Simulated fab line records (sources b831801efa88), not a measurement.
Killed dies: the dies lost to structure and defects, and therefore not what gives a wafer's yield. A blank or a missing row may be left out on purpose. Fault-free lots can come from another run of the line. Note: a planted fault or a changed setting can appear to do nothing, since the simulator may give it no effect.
fab line records | flow sky130 | part 2 of 2: steps 26 to 35 of 35
record: lots: 5 | wafers: 15 | lastDay: 49
route steps=708 shown VIA3@575 METAL4@598 CAP2M@603
lots that met no fault: taken from a fault-free run of the same line
startH: hours from the record's opening day to when the first of the lot's shown wafers began | waitH: hours from the lot's prior step to this one | " unchanged from the row above | L1.1+2: a row that stands for several wafers | - no value, or no start given | * or withheld: withheld | < > ~ a bound
route shown NAME@n: names a module that has steps shown in the file, with the first one's number in the route | usual: the fault-free wafers' mean and standard deviation | same: alike in all rows | chamber/n: place in a boat | sites: readings site by site | _std_site: how widely they spread, as a standard deviation | _edge_site: the outer-site mean with the inner-site mean subtracted | radiusMm: for every site, how far away it sits from the centre of the wafer | mask NAME#n: copy n | behind: the tool/chamber that last shaped the wafer | hold: what put the lot on hold/how long, in hours/how the hold closed | device: the n, p or np transistor that did not switch | end of line: at the end of the route, the tests of the same wafers | a step without rows: its recipe alone | killed: dies that structure and defects cost at the first sort, which is not the same as the wafer's yield | map: dies across one wafer; x = killed, . = not, _ = none there
set.NAME: setting as actually run; set.NAME@STEP: the setting as run at that earlier step | model.NAME: the simulator's own value behind a step, which no gauge read
lots at some steps of the route; a table a step, a row a wafer
services: from which hour (startH, from the record's first day; less than 0 if before it) a tool's chamber was out of use, for how many hours, and why
== steps ==
step: SKY_METAL4_SPUTTER_02
recipe: material: AlCu | targetThkNm: 735 | powerW: 10600 | timeS: 39.1 | chamberPressurePa: 0.4
usual: throttleValvePct: 30.0/1
lot.wafer | tool          | chamber | startH  | waitH | throttleValvePct
L075.1    | pvdSputter-01 | -       | 960.37  | 0.0   | 30.5
L075.4    | "             | -       | "       | "     | 30.3
L075.5    | "             | -       | "       | "     | 30.7
L081.1    | pvdSputter-01 | -       | 982.34  | 0.0   | 30.5
L081.5    | "             | -       | "       | "     | 30.9
L081.6    | "             | -       | "       | "     | 30.5
L085.1    | pvdSputter-03 | -       | 997.47  | 0.0   | 28.5
L085.3    | "             | -       | "       | "     | 29.1
L085.6    | "             | -       | "       | "     | 31.8
L084.1    | pvdSputter-03 | -       | 998.34  | 0.0   | 28.9
L084.3    | "             | -       | "       | "     | 29.2
L084.6    | "             | -       | "       | "     | 28.8
L092.2    | pvdSputter-01 | -       | 1063.58 | 0.0   | 30.1
L092.3    | "             | -       | "       | "     | 30.5
L092.4    | "             | -       | "       | "     | 30.4
step: SKY_METAL4_SPUTTER_03
recipe: material: Ti | targetThkNm: 5 | powerW: 3000 | timeS: 3.3 | chamberPressurePa: 0.4
usual: throttleValvePct: 30.0/1
lot.wafer | tool          | chamber | startH  | waitH | throttleValvePct
L075.1    | pvdSputter-01 | -       | 960.40  | 0.0   | 30.5
L075.4    | "             | -       | "       | "     | 30.3
L075.5    | "             | -       | "       | "     | 30.7
L081.1    | pvdSputter-01 | -       | 982.38  | 0.0   | 30.7
L081.5    | "             | -       | "       | "     | 30.8
L081.6    | "             | -       | "       | "     | 30.3
L085.1    | pvdSputter-03 | -       | 997.51  | 0.0   | 28.6
L085.3    | "             | -       | "       | "     | 29.4
L085.6    | "             | -       | "       | "     | 31.3
L084.1    | pvdSputter-03 | -       | 998.38  | 0.0   | 28.8
L084.3    | "             | -       | "       | "     | 29.4
L084.6    | "             | -       | "       | "     | 29.1
L092.2    | pvdSputter-01 | -       | 1063.62 | 0.0   | 30.1
L092.3    | "             | -       | "       | "     | 30.3
L092.4    | "             | -       | "       | "     | 30.5
step: SKY_METAL4_SPUTTER_04
recipe: material: TiN | targetThkNm: 70 | powerW: 6500 | timeS: 58.3 | chamberPressurePa: 0.4
usual: throttleValvePct: 30.0/1
lot.wafer | tool          | chamber | startH  | waitH | throttleValvePct
L075.1    | pvdSputter-01 | -       | 960.42  | 0.0   | 30.1
L075.4    | "             | -       | "       | "     | 30.1
L075.5    | "             | -       | "       | "     | 30.9
L081.1    | pvdSputter-01 | -       | 982.39  | 0.0   | 30.4
L081.5    | "             | -       | "       | "     | 30.5
L081.6    | "             | -       | "       | "     | 30.5
L085.1    | pvdSputter-03 | -       | 997.52  | 0.0   | 28.7
L085.3    | "             | -       | "       | "     | 29.2
L085.6    | "             | -       | "       | "     | 31.4
L084.1    | pvdSputter-03 | -       | 998.39  | 0.0   | 28.7
L084.3    | "             | -       | "       | "     | 29.1
L084.6    | "             | -       | "       | "     | 28.9
L092.2    | pvdSputter-01 | -       | 1063.64 | 0.0   | 30.1
L092.3    | "             | -       | "       | "     | 30.2
L092.4    | "             | -       | "       | "     | 30.5
step: SKY_CAP2M_CVD_00
recipe: material: SiO2 | targetThkNm: 15.5 | tempC: 400 | timeS: withheld | rfW: 450
usual: heaterPowerW: 729/83
lot.wafer | tool     | chamber | startH  | waitH | heaterPowerW
L075.1    | pecvd-01 | 1       | 960.47  | 0.0   | 684
L075.4    | "        | 2       | "       | "     | 681
L075.5    | "        | 0       | "       | "     | 793
L081.1    | pecvd-01 | 1       | 982.44  | 0.0   | 743
L081.5    | "        | 1       | "       | "     | 765
L081.6    | "        | 0       | "       | "     | 776
L085.1    | pecvd-04 | 2       | 997.57  | 0.0   | 654
L085.3    | "        | 0       | "       | "     | 721
L085.6    | "        | 2       | "       | "     | 659
L084.1    | pecvd-01 | 0       | 998.44  | 0.0   | 690
L084.3    | "        | 1       | "       | "     | 671
L084.6    | "        | 0       | "       | "     | 685
L092.2    | pecvd-03 | 2       | 1063.69 | 0.0   | 927
L092.3    | "        | 1       | "       | "     | 762
L092.4    | "        | 0       | "       | "     | 790
step: SKY_CAP2M_THK_MEAS_01
recipe: reads: SiO2_of_CAP2M_CVD_00
usual: CAP2M_CVD_00_THK: 15.49/0.19
lot.wafer | tool         | chamber | startH  | waitH | CAP2M_CVD_00_THK[nm]
L075.1    | filmMetro-03 | -       | 960.49  | -     | 15.52
L075.4    | "            | -       | "       | "     | 15.55
L075.5    | "            | -       | "       | "     | 15.53
L081.1    | filmMetro-01 | -       | 982.48  | -     | 15.20
L081.5    | "            | -       | "       | "     | 15.36
L081.6    | "            | -       | "       | "     | 15.75
L085.1    | filmMetro-02 | -       | 997.60  | -     | 15.33
L085.3    | "            | -       | "       | "     | 15.40
L085.6    | "            | -       | "       | "     | 15.50
L084.1    | filmMetro-02 | -       | 998.48  | -     | 15.56
L084.3    | "            | -       | "       | "     | 15.71
L084.6    | "            | -       | "       | "     | 15.68
L092.2    | filmMetro-01 | -       | 1063.72 | -     | 15.27
L092.3    | "            | -       | "       | "     | 15.30
L092.4    | "            | -       | "       | "     | 15.59
step: SKY_CAP2M_SPUTTER_02
recipe: material: TiN | targetThkNm: 200 | tempC: 300 | powerW: 6500 | timeS: 166.7 | chamberPressurePa: 0.4
usual: throttleValvePct: 30.0/0.89
lot.wafer | tool          | chamber | startH  | waitH | throttleValvePct
L075.1    | pvdSputter-03 | -       | 960.55  | 0.1   | 31.8
L075.4    | "             | -       | "       | "     | 29.3
L075.5    | "             | -       | "       | "     | 30.5
L081.1    | pvdSputter-04 | -       | 982.54  | 0.1   | 29.0
L081.5    | "             | -       | "       | "     | 29.4
L081.6    | "             | -       | "       | "     | 30.8
L085.1    | pvdSputter-04 | -       | 997.66  | 0.1   | 28.0
L085.3    | "             | -       | "       | "     | 29.1
L085.6    | "             | -       | "       | "     | 31.0
L084.1    | pvdSputter-02 | -       | 998.54  | 0.1   | 30.6
L084.3    | "             | -       | "       | "     | 30.5
L084.6    | "             | -       | "       | "     | 30.4
L092.2    | pvdSputter-04 | -       | 1063.77 | 0.0   | 31.0
L092.3    | "             | -       | "       | "     | 29.2
L092.4    | "             | -       | "       | "     | 30.9
step: SKY_CAP2M_RS_MEAS_03
recipe: thkMeasGauge: four-point-probe | reads: TiN_of_CAP2M_SPUTTER_02
usual: CAP2M_TIN_RS: 6.89/0.064
lot.wafer | tool         | chamber | startH  | waitH | CAP2M_TIN_RS[ohm/sq]
L075.1    | filmMetro-02 | -       | 960.66  | 0.1   | 6.75
L075.4    | "            | -       | "       | "     | 6.81
L075.5    | "            | -       | "       | "     | 6.71
L081.1    | filmMetro-03 | -       | 982.65  | 0.1   | 6.94
L081.5    | "            | -       | "       | "     | 6.93
L081.6    | "            | -       | "       | "     | 6.94
L085.1    | filmMetro-03 | -       | 997.76  | 0.1   | 6.88
L085.3    | "            | -       | "       | "     | 6.86
L085.6    | "            | -       | "       | "     | 6.89
L084.1    | filmMetro-03 | -       | 998.64  | 0.1   | 6.88
L084.3    | "            | -       | "       | "     | 6.90
L084.6    | "            | -       | "       | "     | 6.87
L092.2    | filmMetro-02 | -       | 1063.90 | 0.1   | 6.95
L092.3    | "            | -       | "       | "     | 6.90
L092.4    | "            | -       | "       | "     | 6.87
step: SKY_CAP2M_THK_MEAS_04
recipe: thkMeasGauge: xrf | reads: TiN_of_CAP2M_SPUTTER_02
usual: CAP2M_TIN_THK: 201.0/2.2
lot.wafer | tool         | chamber | startH  | waitH | CAP2M_TIN_THK[nm]
L075.1    | filmMetro-02 | -       | 960.78  | 0.1   | 202.3
L075.4    | "            | -       | "       | "     | 200.7
L075.5    | "            | -       | "       | "     | 204.1
L081.1    | filmMetro-03 | -       | 982.77  | 0.1   | 199.2
L081.5    | "            | -       | "       | "     | 200.0
L081.6    | "            | -       | "       | "     | 198.4
L085.1    | filmMetro-03 | -       | 997.88  | 0.1   | 201.9
L085.3    | "            | -       | "       | "     | 203.2
L085.6    | "            | -       | "       | "     | 200.6
L084.1    | filmMetro-03 | -       | 998.76  | 0.1   | 202.3
L084.3    | "            | -       | "       | "     | 201.1
L084.6    | "            | -       | "       | "     | 203.0
L092.2    | filmMetro-02 | -       | 1064.01 | 0.1   | 198.0
L092.3    | "            | -       | "       | "     | 198.1
L092.4    | "            | -       | "       | "     | 201.3
step: SKY_CAP2M_DEHYDRATE_05
recipe: tempC: 200 | timeS: 60
usual: resistLineTempC: 23.00/0.12
lot.wafer | tool          | chamber | startH  | waitH | resistLineTempC
L075.1    | lithoTrack-02 | 0       | 971.15  | 10.4  | 23.03
L075.4    | "             | 0       | "       | "     | 22.96
L075.5    | "             | 0       | "       | "     | 23.11
L081.1    | lithoTrack-04 | 0       | 993.10  | 10.3  | 23.17
L081.5    | "             | 0       | "       | "     | 23.14
L081.6    | "             | 0       | "       | "     | 22.99
L085.1    | lithoTrack-02 | 0       | 1008.80 | 10.9  | 23.20
L085.3    | "             | 0       | "       | "     | 23.05
L085.6    | "             | 0       | "       | "     | 23.06
L084.1    | lithoTrack-02 | 0       | 1009.75 | 11.0  | 22.99
L084.3    | "             | 0       | "       | "     | 23.04
L084.6    | "             | 0       | "       | "     | 23.05
L092.2    | lithoTrack-03 | 0       | 1074.02 | 10.0  | 23.15
L092.3    | "             | 0       | "       | "     | 23.15
L092.4    | "             | 0       | "       | "     | 23.32
step: SKY_CAP2M_HMDS_06
recipe: primeTimeS: 60 | primeTempC: 120
usual: resistLineTempC: 22.99/0.1
lot.wafer | tool          | chamber | startH  | waitH | resistLineTempC
L075.1    | lithoTrack-02 | 0       | 971.30  | 0.1   | 22.89
L075.4    | "             | 0       | "       | "     | 22.99
L075.5    | "             | 0       | "       | "     | 23.04
L081.1    | lithoTrack-04 | 0       | 993.25  | 0.1   | 22.88
L081.5    | "             | 0       | "       | "     | 23.14
L081.6    | "             | 0       | "       | "     | 23.10
L085.1    | lithoTrack-02 | 0       | 1008.95 | 0.1   | 22.95
L085.3    | "             | 0       | "       | "     | 22.75
L085.6    | "             | 0       | "       | "     | 23.09
L084.1    | lithoTrack-02 | 0       | 1009.90 | 0.1   | 23.10
L084.3    | "             | 0       | "       | "     | 23.17
L084.6    | "             | 0       | "       | "     | 23.00
L092.2    | lithoTrack-03 | 0       | 1074.17 | 0.1   | 23.06
L092.3    | "             | 0       | "       | "     | 23.11
L092.4    | "             | 0       | "       | "     | 23.22
== services ==
tool           | chamber | startH  | hours | kind
pvdSputter-01  | -       | 909.97  | 2.6   | repair
rieDiel-03     | -       | 910.67  | 0.5   | repair
cmp-01         | -       | 912.17  | 4.0   | pm
cmp-02         | -       | 917.61  | 5.5   | repair
cvdW-01        | 1       | 929.85  | 1.3   | repair
cmp-02         | -       | 931.48  | 0.6   | repair
krfScanner-02  | -       | 943.26  | 1.3   | pm
cmp-01         | -       | 952.13  | 1.7   | repair
rieDiel-04     | -       | 957.40  | 1.7   | repair
cmp-02         | -       | 968.66  | 2.0   | repair
pecvd-01       | 2       | 974.34  | 16.6  | repair
rieDiel-03     | 0       | 978.28  | 4.3   | repair
krfScanner-02  | -       | 979.42  | 1.0   | pm
rieDiel-01     | 0       | 980.65  | 8.1   | repair
cmp-02         | -       | 981.47  | 1.7   | repair
rieDiel-01     | 3       | 983.46  | 3.2   | repair
cmp-02         | -       | 992.62  | 1.0   | repair
krfScanner-02  | -       | 1003.94 | 0.8   | pm
cmp-02         | -       | 1008.91 | 1.1   | repair
rieDiel-01     | 1       | 1029.55 | 3.8   | repair
pvdSputter-04  | -       | 1039.84 | 1.3   | repair
plasmaAsher-02 | -       | 1047.48 | 15.4  | repair
krfScanner-02  | -       | 1058.40 | 0.9   | repair
pvdSputter-03  | -       | 1070.13 | 1.3   | repair
